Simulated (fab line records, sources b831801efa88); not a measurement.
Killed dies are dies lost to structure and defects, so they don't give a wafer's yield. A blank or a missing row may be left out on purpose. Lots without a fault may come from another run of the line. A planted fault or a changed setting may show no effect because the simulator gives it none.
Chamber matching | flow sky130 | SKY_VIA2_CMP_02 on cmp-01: 4 sister chambers
The step polishes SiO2. 16 wafers are shown with their chamber, then 8 later ones without.

WAFERS WITH THEIR CHAMBER
wafer  | chamber | motor_current_A (A) | head_pressure_psi (psi)
L161.3 | 2       | 10.4                | 4.003
L161.5 | 3       | 14.1                | 4.000
L161.6 | 0       | 10.4                | 4.001
L164.2 | 1       | 14.9                | 4.012
L164.4 | 0       | 10.2                | 4.006
L164.5 | 1       | 14.5                | 3.996
L167.1 | 2       | 10.1                | 4.005
L167.2 | 1       | 13.6                | 4.010
L167.4 | 0       | 11.3                | 4.009
L169.3 | 3       | 13.3                | 3.993
L169.4 | 0       | 11.1                | 4.007
L169.5 | 3       | 14.0                | 3.996
L171.2 | 0       | 11.2                | 4.007
L171.3 | 1       | 14.3                | 4.008
L171.4 | 2       | 10.8                | 4.003
L172.4 | 2       | 10.3                | 3.983

SIGNATURES (means of the wafers above)
reading           | chamber 0 | chamber 1 | chamber 2 | chamber 3 | scatter within a chamber
motor_current_A   | 10.840    | 14.325    | 10.400    | 13.800    | 0.46
head_pressure_psi | 4.00600   | 4.00650   | 3.99850   | 3.99633   | 0.0067
Rule: a wafer's distance from a chamber is the root of the sum, over the readings, of the square of ((its reading less the chamber's mean) divided by the reading's scatter). The wafer belongs to the nearest chamber; if the next one is less than 2 further off, it can't be placed. The scatter: the root of (the sum of the squares of (reading less its chamber's mean) over the shown wafers, divided by (wafers less chambers)).

WAFERS WITHOUT THEIR CHAMBER
wafer  | motor_current_A (A) | head_pressure_psi (psi)
L172.5 | 13.7                | 4.006
L172.6 | 10.4                | 3.992
L173.1 | 14.3                | 4.002
L173.4 | 10.1                | 4.007
L173.6 | 13.3                | 4.005
L182.1 | 13.4                | 3.997
L182.3 | 10.5                | 4.002
L182.4 | 10.7                | 4.011

WHICH CHAMBER EACH WENT THROUGH
wafer  | from the rows above     | in truth
L172.5 | can't be placed: 1 or 3 | 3
L172.6 | can't be placed: 2 or 0 | 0
L173.1 | can't be placed: 1 or 3 | 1
L173.4 | can't be placed: 2 or 0 | 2
L173.6 | can't be placed: 3 or 1 | 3
L182.1 | can't be placed: 3 or 1 | 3
L182.3 | can't be placed: 2 or 0 | 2
L182.4 | can't be placed: 0 or 2 | 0
Placed correctly: 0 of 8. Can't be placed from these rows: 8 (the true chamber is among the candidates in 8). Placed wrongly: 0.
